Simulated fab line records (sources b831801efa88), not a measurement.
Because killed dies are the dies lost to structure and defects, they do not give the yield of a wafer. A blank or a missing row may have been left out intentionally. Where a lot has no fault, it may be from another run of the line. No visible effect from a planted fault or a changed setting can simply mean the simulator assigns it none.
fab line records ; flow sky130
record: lots: 12; wafers: 36; last-day: 50
route steps=708 shown METAL3@535 VIA3@593
lots that met no fault: from a run of the same line without faults
start-h: start of the lot's first displayed wafer, in hours after the record's first day ; wait-h: hours elapsed since this lot's preceding step ; " as in the row above ; L1.1+2: several wafers, shown together as one row ; - no value, or no start was given ; * or withheld: withheld ; < > ~ a bound
route shown NAME@n: NAME is a module with steps in the file, n the number in the route of the first one ; usual: mean/standard deviation taken from wafers without a fault ; same: alike in all rows ; chamber/n: place in a boat ; sites: the reading at each site ; _std_site: how widely they spread, as a standard deviation ; _edge_site: mean of outer sites minus mean of inner sites ; radius-mm: how far each site lies from the wafer's centre ; mask NAME#n: copy n ; behind: tool/chamber where the wafer was last shaped ; hold: what put the lot on hold/how long, in hours/how the hold closed ; device: which transistor (n, p or np) failed to switch ; end of line: at the end of the route, the tests of the same wafers ; where a step has no rows: the recipe by itself ; killed: dies that structure and defects cost at the first sort, which is not the same as the wafer's yield ; map: shows each die of a wafer: x if killed, . if not, _ if none is there
set.NAME: the setting as run; set.NAME@STEP: as run at that earlier step ; model.NAME: the simulator's own value behind a step, which no gauge read
the route's steps for a sample of lots (tables are steps, rows are wafers)
services: the hour from which a tool's chamber was out of use, counted from the record's first day as start-h (under 0 if before that day), plus the number of hours and why
== steps ==
step: SKY_METAL3_SPUTTER_03
recipe: material: Ti; target-thk-nm: 5; power-w: 3000; time-s: 3.3; chamber-pressure-pa: 0.4
usual: throttle-valve-pct: 30.3/0.64
lot.wafer;tool;chamber;start-h;wait-h;throttle-valve-pct
L418.2;pvd-sputter-03;-;855.15;0.0;31.0
L418.3;pvd-sputter-03;-;855.15;0.0;30.7
L418.6;pvd-sputter-03;-;855.15;0.0;30.5
L421.4;pvd-sputter-03;-;892.87;0.0;31.0
L421.5;pvd-sputter-03;-;892.87;0.0;30.6
L421.6;pvd-sputter-03;-;892.87;0.0;29.6
L425.1;pvd-sputter-02;-;922.64;0.0;31.3
L425.3;pvd-sputter-02;-;922.64;0.0;29.6
L425.6;pvd-sputter-02;-;922.64;0.0;29.9
L426.1;pvd-sputter-04;-;924.78;0.0;29.7
L426.5;pvd-sputter-04;-;924.78;0.0;29.6
L426.6;pvd-sputter-04;-;924.78;0.0;30.4
L424.1;pvd-sputter-04;-;928.19;0.0;29.6
L424.2;pvd-sputter-04;-;928.19;0.0;30.8
L424.4;pvd-sputter-04;-;928.19;0.0;29.7
L427.2;pvd-sputter-03;-;929.37;0.0;31.4
L427.3;pvd-sputter-03;-;929.37;0.0;31.0
L427.6;pvd-sputter-03;-;929.37;0.0;29.8
L428.1;pvd-sputter-04;-;935.52;0.0;31.0
L428.2;pvd-sputter-04;-;935.52;0.0;29.9
L428.3;pvd-sputter-04;-;935.52;0.0;30.1
L429.1;pvd-sputter-04;-;947.62;0.0;30.8
L429.3;pvd-sputter-04;-;947.62;0.0;30.0
L429.5;pvd-sputter-04;-;947.62;0.0;29.9
L430.1;pvd-sputter-03;-;953.96;0.0;30.8
L430.3;pvd-sputter-03;-;953.96;0.0;31.3
L430.5;pvd-sputter-03;-;953.96;0.0;31.4
L431.1;pvd-sputter-03;-;957.17;0.0;29.7
L431.2;pvd-sputter-03;-;957.17;0.0;30.4
L431.5;pvd-sputter-03;-;957.17;0.0;31.3
L439.2;pvd-sputter-04;-;1004.74;0.0;29.8
L439.4;pvd-sputter-04;-;1004.74;0.0;29.9
L439.5;pvd-sputter-04;-;1004.74;0.0;30.9
L440.3;pvd-sputter-02;-;1007.14;0.0;31.4
L440.4;pvd-sputter-02;-;1007.14;0.0;29.8
L440.6;pvd-sputter-02;-;1007.14;0.0;29.6
step: SKY_METAL3_ETCH_16
recipe: chemistry: N2/H2; target: BARC; ion-energy-ev: 200; bias-w: 100; pressure-mtorr: 30; n2-flow-sccm: 100; h2-flow-sccm: 200; icp-w: 500; stop-on: SiO2; time-s: 88.2; target-depth-a: 600
usual: chamber-pressure-mTorr: 30.002/0.029; drypump-motor-current-A: 5.8/0.48; oes-product-au: 0.625/0.0044; throttle-valve-pct: 13.205/0.0091
lot.wafer;tool;chamber;start-h;wait-h;chamber-pressure-mTorr;drypump-motor-current-A;oes-product-au;rf-hours-counter-h;throttle-valve-pct
L418.2;rie-metal-04;0;908.21;0.0;30.012;5.7;0.621;0;13.190
L418.3;rie-metal-04;1;908.21;0.0;30.041;6.5;0.625;-;13.204
L418.6;rie-metal-04;0;908.21;0.0;30.007;5.7;0.622;-;13.194
L421.4;rie-metal-03;1;944.03;0.0;29.978;5.1;0.626;-;13.218
L421.5;rie-metal-03;1;944.03;0.0;29.987;5.1;0.625;-;13.212
L421.6;rie-metal-03;0;944.03;0.0;29.982;5.8;0.616;-;13.219
L425.1;rie-metal-03;1;969.42;0.0;29.997;5.1;0.625;15;13.214
L425.3;rie-metal-03;1;969.42;0.0;30.024;5.1;0.623;-;13.209
L425.6;rie-metal-03;1;969.42;0.0;29.995;5.1;0.622;-;13.204
L426.1;rie-metal-04;1;971.65;0.0;29.988;6.5;0.625;9;13.214
L426.5;rie-metal-04;0;971.65;0.0;30.078;5.7;0.630;-;13.210
L426.6;rie-metal-04;1;971.65;0.0;29.972;6.5;0.626;-;13.194
L424.1;rie-metal-04;0;973.62;0.0;29.984;5.7;0.628;3;13.202
L424.2;rie-metal-04;1;973.62;0.0;30.008;6.5;0.627;9;13.205
L424.4;rie-metal-04;1;973.62;0.0;30.041;6.5;0.629;-;13.197
L427.2;rie-metal-04;1;974.03;0.0;29.975;6.5;0.623;9;13.204
L427.3;rie-metal-04;1;974.03;0.0;29.983;6.4;0.624;-;13.198
L427.6;rie-metal-04;1;974.03;0.0;29.994;6.5;0.626;-;13.206
L428.1;rie-metal-03;0;983.51;0.0;30.004;5.8;0.627;11;13.213
L428.2;rie-metal-03;1;983.51;0.0;30.024;5.1;0.626;16;13.190
L428.3;rie-metal-03;0;983.51;0.0;29.975;5.8;0.629;-;13.210
L429.1;rie-metal-02;1;994.98;0.0;29.947;5.3;0.628;15;13.201
L429.3;rie-metal-02;1;994.98;0.0;30.022;5.3;0.625;-;13.200
L429.5;rie-metal-02;0;994.98;0.0;30.065;6.1;0.619;-;13.223
L430.1;rie-metal-04;1;999.01;0.0;30.009;6.5;0.630;10;13.214
L430.3;rie-metal-04;1;999.01;0.0;30.000;6.5;0.629;-;13.209
L430.5;rie-metal-04;1;999.01;0.0;29.981;6.5;0.626;-;13.189
L431.1;rie-metal-02;0;1001.83;0.0;30.026;6.1;0.625;13;13.203
L431.2;rie-metal-02;1;1001.83;0.0;29.969;5.4;0.633;15;13.214
L431.5;rie-metal-02;1;1001.83;0.0;30.002;5.4;0.631;-;13.199
L439.2;rie-metal-03;0;1050.05;0.0;30.011;5.8;0.624;15;13.195
L439.4;rie-metal-03;0;1050.05;0.0;29.990;5.8;0.624;-;13.213
L439.5;rie-metal-03;1;1050.05;0.0;29.984;5.1;0.615;-;13.214
L440.3;rie-metal-02;0;1051.65;0.0;29.983;6.1;0.626;-;13.217
L440.4;rie-metal-02;1;1051.65;0.0;30.068;5.4;0.623;-;13.217
L440.6;rie-metal-02;0;1051.65;0.0;29.994;6.2;0.624;-;13.217
step: SKY_VIA3_SPUTTER_20
recipe: material: TiN; target-thk-nm: 20; chamber-pressure-pa: 5; power-w: 4000; time-s: 80
usual: throttle-valve-pct: 30.2/0.84
lot.wafer;tool;chamber;start-h;wait-h;throttle-valve-pct
L418.2;pvd-sputter-02;-;934.83;0.0;31.1
L418.3;pvd-sputter-02;-;934.83;0.0;29.3
L418.6;pvd-sputter-02;-;934.83;0.0;29.7
L421.4;pvd-sputter-02;-;968.55;0.0;29.9
L421.5;pvd-sputter-02;-;968.55;0.0;29.4
L421.6;pvd-sputter-02;-;968.55;0.0;29.8
L425.1;pvd-sputter-04;-;996.01;0.0;29.7
L425.3;pvd-sputter-04;-;996.01;0.0;29.8
L425.6;pvd-sputter-04;-;996.01;0.0;30.0
L426.1;pvd-sputter-01;-;998.07;0.0;29.0
L426.5;pvd-sputter-01;-;998.07;0.0;30.5
L426.6;pvd-sputter-01;-;998.07;0.0;28.9
L424.1;pvd-sputter-02;-;999.94;0.0;29.5
L424.2;pvd-sputter-02;-;999.94;0.0;31.2
L424.4;pvd-sputter-02;-;999.94;0.0;29.1
L427.2;pvd-sputter-04;-;1000.29;0.0;30.2
L427.3;pvd-sputter-04;-;1000.29;0.0;29.6
L427.6;pvd-sputter-04;-;1000.29;0.0;30.6
L428.1;pvd-sputter-04;-;1008.32;0.0;30.6
L428.2;pvd-sputter-04;-;1008.32;0.0;29.7
L428.3;pvd-sputter-04;-;1008.32;0.0;29.8
L429.1;pvd-sputter-01;-;1020.01;0.0;31.7
L429.3;pvd-sputter-01;-;1020.01;0.0;30.7
L429.5;pvd-sputter-01;-;1020.01;0.0;30.5
L430.1;pvd-sputter-04;-;1023.87;0.0;29.7
L430.3;pvd-sputter-04;-;1023.87;0.0;30.5
L430.5;pvd-sputter-04;-;1023.87;0.0;31.0
L431.1;pvd-sputter-01;-;1027.00;0.0;30.5
L431.2;pvd-sputter-01;-;1027.00;0.0;28.9
L431.5;pvd-sputter-01;-;1027.00;0.0;30.5
L439.2;pvd-sputter-01;-;1074.05;0.0;31.6
L439.4;pvd-sputter-01;-;1074.05;0.0;29.0
L439.5;pvd-sputter-01;-;1074.05;0.0;28.9
L440.3;pvd-sputter-01;-;1075.24;0.0;29.0
L440.4;pvd-sputter-01;-;1075.24;0.0;30.8
L440.6;pvd-sputter-01;-;1075.24;0.0;29.0
step: SKY_VIA3_CVD_21
recipe: material: W; target-thk-nm: 390; time-s: 117.31; temp-c: 400; pressure-torr: 40
usual: chamber-pressure-Torr: 40.00/0.084; heater-power-outer-w: 498/75; heater-power-w: 853/140
lot.wafer;tool;chamber;start-h;wait-h;chamber-pressure-Torr;heater-power-outer-w;heater-power-w
L418.2;cvd-w-01;1;934.95;0.1;39.94;603;1067
L418.3;cvd-w-01;1;934.95;0.1;40.08;637;1091
L418.6;cvd-w-01;1;934.95;0.1;40.13;625;1095
L421.4;cvd-w-01;1;968.65;0.1;39.92;620;1068
L421.5;cvd-w-01;1;968.65;0.1;39.92;611;1056
L421.6;cvd-w-01;0;968.65;0.1;40.10;431;713
L425.1;cvd-w-02;1;996.07;0.0;39.99;457;811
L425.3;cvd-w-02;1;996.07;0.0;39.99;445;796
L425.6;cvd-w-02;1;996.07;0.0;40.17;451;794
L426.1;cvd-w-02;1;998.14;0.0;39.97;457;794
L426.5;cvd-w-02;0;998.14;0.0;39.95;482;845
L426.6;cvd-w-02;1;998.14;0.0;39.93;444;787
L424.1;cvd-w-01;0;1000.00;0.0;40.14;427;727
L424.2;cvd-w-01;1;1000.00;0.0;40.02;623;1057
L424.4;cvd-w-01;1;1000.00;0.0;40.03;638;1073
L427.2;cvd-w-02;0;1000.36;0.0;40.00;489;846
L427.3;cvd-w-02;1;1000.36;0.0;40.05;450;771
L427.6;cvd-w-02;0;1000.36;0.0;39.99;489;858
L428.1;cvd-w-02;1;1008.39;0.0;40.13;454;779
L428.2;cvd-w-02;0;1008.39;0.0;39.88;495;854
L428.3;cvd-w-02;1;1008.39;0.0;40.08;439;802
L429.1;cvd-w-02;1;1020.07;0.0;-;-;-
L429.3;cvd-w-02;0;1020.07;0.0;-;-;-
L429.5;cvd-w-02;0;1020.07;0.0;-;-;-
L430.1;cvd-w-02;1;1023.94;0.0;-;-;-
L430.3;cvd-w-02;1;1023.94;0.0;-;-;-
L430.5;cvd-w-02;0;1023.94;0.0;-;-;-
L431.1;cvd-w-02;1;1027.06;0.0;-;-;-
L431.2;cvd-w-02;0;1027.06;0.0;-;-;-
L431.5;cvd-w-02;1;1027.06;0.0;-;-;-
L439.2;cvd-w-01;1;1074.12;0.0;39.91;607;1073
L439.4;cvd-w-01;0;1074.12;0.0;40.10;446;691
L439.5;cvd-w-01;0;1074.12;0.0;40.09;445;690
L440.3;cvd-w-02;1;1075.34;0.1;40.01;454;790
L440.4;cvd-w-02;0;1075.34;0.1;40.12;487;848
L440.6;cvd-w-02;0;1075.34;0.1;40.07;496;826
step: SKY_VIA3_RS_MEAS_22
recipe: thk-meas-gauge: four-point-probe; reads: W_of_VIA3_CVD_21+TiN_of_VIA3_SPUTTER_20
usual: VIA3_W_RS: 0.2946/0.0027
lot.wafer;tool;chamber;start-h;wait-h;hold;VIA3_W_RS[ohm/sq]
L418.2;film-metro-02;-;935.09;0.1;-;0.2935
L418.3;film-metro-02;-;935.09;0.1;-;0.2894
L418.6;film-metro-02;-;935.09;0.1;-;0.2915
L421.4;film-metro-01;-;968.82;0.1;-;0.2973
L421.5;film-metro-01;-;968.82;0.1;-;0.2942
L421.6;film-metro-01;-;968.82;0.1;-;0.2975
L425.1;film-metro-02;-;996.19;0.1;-;0.2909
L425.3;film-metro-02;-;996.19;0.1;-;0.2894
L425.6;film-metro-02;-;996.19;0.1;-;0.2923
L426.1;film-metro-01;-;998.26;0.1;-;0.2935
L426.5;film-metro-01;-;998.26;0.1;-;0.2952
L426.6;film-metro-01;-;998.26;0.1;-;0.2904
L424.1;film-metro-01;-;1000.12;0.1;-;0.2959
L424.2;film-metro-01;-;1000.12;0.1;-;0.2922
L424.4;film-metro-01;-;1000.12;0.1;-;0.2948
L427.2;film-metro-02;-;1000.50;0.1;-;0.2957
L427.3;film-metro-02;-;1000.50;0.1;-;0.2908
L427.6;film-metro-02;-;1000.50;0.1;-;0.2927
L428.1;film-metro-02;-;1008.51;0.1;-;0.2896
L428.2;film-metro-02;-;1008.51;0.1;-;0.2953
L428.3;film-metro-02;-;1008.51;0.1;-;0.2888
L429.1;film-metro-01;-;1020.20;0.1;await-dispo/0.2h/release;57.955
L429.3;film-metro-01;-;1020.20;0.1;await-dispo/0.2h/release;57.549
L429.5;film-metro-01;-;1020.20;0.1;await-dispo/0.2h/release;57.969
L429.1;film-metro-01;-;1020.50;0.3;-;58.028
L429.3;film-metro-01;-;1020.50;0.3;-;57.486
L429.5;film-metro-01;-;1020.50;0.3;-;57.986
L430.1;film-metro-04;-;1024.06;0.1;await-dispo/0.2h/release;59.718
L430.3;film-metro-04;-;1024.06;0.1;await-dispo/0.2h/release;59.038
L430.5;film-metro-04;-;1024.06;0.1;await-dispo/0.2h/release;59.544
L430.1;film-metro-04;-;1024.35;0.3;-;59.860
L430.3;film-metro-04;-;1024.35;0.3;-;59.108
L430.5;film-metro-04;-;1024.35;0.3;-;59.567
L431.1;film-metro-02;-;1027.18;0.1;await-dispo/0.2h/release;58.790
L431.2;film-metro-02;-;1027.18;0.1;await-dispo/0.2h/release;58.258
L431.5;film-metro-02;-;1027.18;0.1;await-dispo/0.2h/release;58.208
L431.1;film-metro-02;-;1027.47;0.3;-;58.585
L431.2;film-metro-02;-;1027.47;0.3;-;58.308
L431.5;film-metro-02;-;1027.47;0.3;-;58.155
L439.2;film-metro-01;-;1074.26;0.1;-;0.2972
L439.4;film-metro-01;-;1074.26;0.1;-;0.2972
L439.5;film-metro-01;-;1074.26;0.1;-;0.2996
L440.3;film-metro-04;-;1075.46;0.1;-;0.2965
L440.4;film-metro-04;-;1075.46;0.1;-;0.2929
L440.6;film-metro-04;-;1075.46;0.1;-;0.2937
== services ==
tool;chamber;start-h;hours;kind
pvd-sputter-02;-;832.51;12.7;repair
rie-metal-03;-;836.44;1.1;repair
pvd-sputter-03;-;842.93;0.7;repair
pvd-sputter-01;-;845.03;0.9;repair
pvd-sputter-01;-;860.96;2.1;repair
cvd-w-02;1;861.99;4.1;repair
cvd-w-01;-;871.17;0.2;repair
pvd-sputter-03;-;898.83;0.7;repair
cvd-w-01;-;904.00;14.0;pm
rie-metal-02;-;906.27;2.8;pm
pvd-sputter-01;-;909.97;1.9;repair
rie-metal-02;1;917.11;2.6;repair
pvd-sputter-03;-;920.18;1.9;repair
cvd-w-02;-;925.31;28.1;pm
pvd-sputter-02;-;926.81;3.3;repair
pvd-sputter-04;-;942.44;1.1;repair
cvd-w-02;-;954.32;2.7;repair
cvd-w-02;-;957.02;0.4;repair
rie-metal-03;-;971.97;0.5;repair
rie-metal-02;-;973.21;2.7;repair
pvd-sputter-04;-;976.07;8.4;repair
pvd-sputter-03;-;1033.43;6.9;repair
pvd-sputter-01;-;1044.90;6.3;repair
pvd-sputter-02;-;1048.85;1.9;repair
== key ==
first-sign: step: SKY_VIA3_CVD_21; reading: tool-record; direction: missing
effect: step: SKY_VIA3_RS_MEAS_22; reading: visit; direction: added
effect: step: SKY_VIA3_RS_MEAS_22; reading: VIA3_W_RS; direction: up; sigmas: 99+; usual: 0.2946; struck: 58.559
met-at SKY_VIA3_CVD_21
struck-lots L429,L430,L431
scrapped-behind SKY_VIA3_RS_MEAS_22 L429.1,L429.3,L429.5,L430.1,L430.3,L430.5,L431.1,L431.2,L431.5
not-acting-at SKY_METAL3_SPUTTER_03,SKY_METAL3_ETCH_16,SKY_VIA3_SPUTTER_20
onset-between 1008.39 1020.07
fault: kind: skipped-step-whole; tool: cvd-w-02; chamber: -; onset-h: 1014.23; steps: SKY_VIA3_CVD_21; scope: struck-lots-only
